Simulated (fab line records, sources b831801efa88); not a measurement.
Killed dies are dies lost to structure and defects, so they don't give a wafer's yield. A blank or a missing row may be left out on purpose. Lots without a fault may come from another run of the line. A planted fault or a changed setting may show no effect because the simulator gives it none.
A struck lot beside a sound one | flow sky130 | 22 steps out of a route of 708
Sound: wafers L924.3, L924.4, L924.5. Struck: wafers L921.3, L921.5, L921.6. The cause comes at the end.
At each step with rows: each side's tool, then ch and its chambers, then its first start. Under that, the readings that differ: sound wafers | struck wafers | difference of the means | sigmas: that difference in standard deviations of wafers without a fault.
alike: readings whose means differ by less than 2 such deviations, and words and numbers that are the same on both sides. not compared: withheld readings, readings that some wafer has no value for, bounds like >300 that may hide the same value, and numbers for which the record gives no deviation and whose values overlap.
The two part at a step that has a row with sigmas, a row that says differs or no value, or rows on one side only. Numbers that don't overlap but have no deviation are shown without sigmas and don't part them. A reading that every wafer of one side lacks parts them only if that side has two wafers or more.

first, 4 steps without rows for these wafers: SKY_NWELL_SOFTBAKE_06; SKY_NWELL_EXPOSE_07 (exposes mask NWM, target cd 840 nm); SKY_NWELL_PEB_08; SKY_NWELL_DEVELOP_09 (develop time 60 s).
SKY_NWELL_OVL_MEAS_10:
  sound on overlay-02, day 8 12:30; struck on overlay-01, day 7 21:18
  alike: NWELL_00_OVL
then, 3 steps without rows for these wafers: SKY_NWELL_IMPLANT_11; SKY_NWELL_IMPLANT_12; SKY_NWELL_IMPLANT_13.
SKY_NWELL_STRIP_14: strips in O2/N2.
  sound on plasma_asher-04 ch 0,1, day 8 13:00; struck on plasma_asher-04 ch 0,1, day 7 21:48
  alike: drypump_motor_current_A, oes_product_au, strip_time_to_endpoint_s
  not compared: rf_hours_counter_h
SKY_NWELL_TW_MEAS_15:
  sound on film_metro-01, day 8 13:05; struck on film_metro-04, day 7 21:53
  reading  | sound          | struck         | difference | sigmas
  NWELL_TW | 1794 1800 1803 | 1838 1842 1834 | +39        | +3
then, 2 steps without rows for these wafers: SKY_NWELL_DEHYDRATE_16 (time 60 s); SKY_NWELL_HMDS_17 (prime time 60 s).
SKY_NWELL_COAT_18: resist thk 3000 nm.
  sound on litho_track-01 ch 0, day 8 23:05; struck on litho_track-03 ch 0, day 8 08:48
  reading                                 | sound          | struck         | difference | sigmas
  model.coat_of_NWELL_COAT_18.thk_nm (nm) | 2985 2978 2980 | 1703 1703 1703 | -1278      |
  alike: chill_plate_temp_C, spin_speed_rpm
then, 3 steps without rows for these wafers: SKY_NWELL_SOFTBAKE_19; SKY_NWELL_EXPOSE_20 (exposes mask NWM COMPLEMENT, target cd 840 nm); SKY_NWELL_PEB_21.
SKY_NWELL_DEVELOP_22: develop time 60 s.
  sound on litho_track-04 ch 0; struck on litho_track-01 ch 0
  reading                                 | sound          | struck         | difference | sigmas
  model.coat_of_NWELL_COAT_18.thk_nm (nm) | 2981 2974 2976 | 1699 1698 1698 | -1279      |
  alike: chill_plate_temp_C
SKY_NWELL_OVL_MEAS_23:
  sound on overlay-01, day 9 10:39; struck on overlay-01, day 8 19:25
  alike: NWELL_01_OVL
then, 1 step without rows for these wafers: SKY_NWELL_IMPLANT_24.
SKY_NWELL_STRIP_25: strips in O2/N2.
  sound on plasma_asher-02 ch 0,1, day 9 10:51; struck on plasma_asher-04 ch 0,1, day 8 19:37
  reading                      | sound             | struck            | difference | sigmas
  strip_time_to_endpoint_s (s) | 36.74 36.66 36.67 | 21.85 21.86 21.85 | -14.84     | -99 or more
  alike: drypump_motor_current_A, oes_product_au
  not compared: rf_hours_counter_h
SKY_NWELL_TW_MEAS_26:
  sound on film_metro-04, day 9 10:56; struck on film_metro-01, day 8 19:42
  alike: NWELL_2_TW
-- the record jumps here: 40 days lie between the struck wafers' starts before and after (it left off in module NWELL and takes up again in module PAD_OPEN, whose first step shown is number 708 of the route) --
SKY_PAD_OPEN_PROBE_99:
  sound on prober-01, day 49 19:19; struck on prober-02, day 49 06:27
  reading                                 | sound                         | struck                        | difference | sigmas
  model.etest.nfet_16v.r_on_ohm_um        | 1.427e+04 1.435e+04 1.411e+04 | 1.486e+04 1.481e+04 1.497e+04 | +6.367e+02 |
  model.etest.pfet_16v.r_on_ohm_um        | 1.476e+04 1.494e+04 1.491e+04 | 1.44e+04 1.458e+04 1.47e+04   | -3.10e+02  |
  model.etest.res_iso_pwell.width_nm (nm) | 2653 2650 2650                | 2745 2748 2730                | +90        |
  model.etest.res_nwell.width_nm (nm)     | 839.3 839.1 844.2             | 800.2 797.5 805               | -40.0      |
  model.etest.pfet_16v.drive_ua_um        | 247.3 248.4 248.7             | 263.7 262 258.3               | +13.2      |

WHERE THEY PART
First at SKY_NWELL_TW_MEAS_15; last, within this record, at SKY_NWELL_STRIP_25. Later steps at which nothing parts them and some readings are alike: SKY_NWELL_TW_MEAS_26.

WHY: what the simulator had put in
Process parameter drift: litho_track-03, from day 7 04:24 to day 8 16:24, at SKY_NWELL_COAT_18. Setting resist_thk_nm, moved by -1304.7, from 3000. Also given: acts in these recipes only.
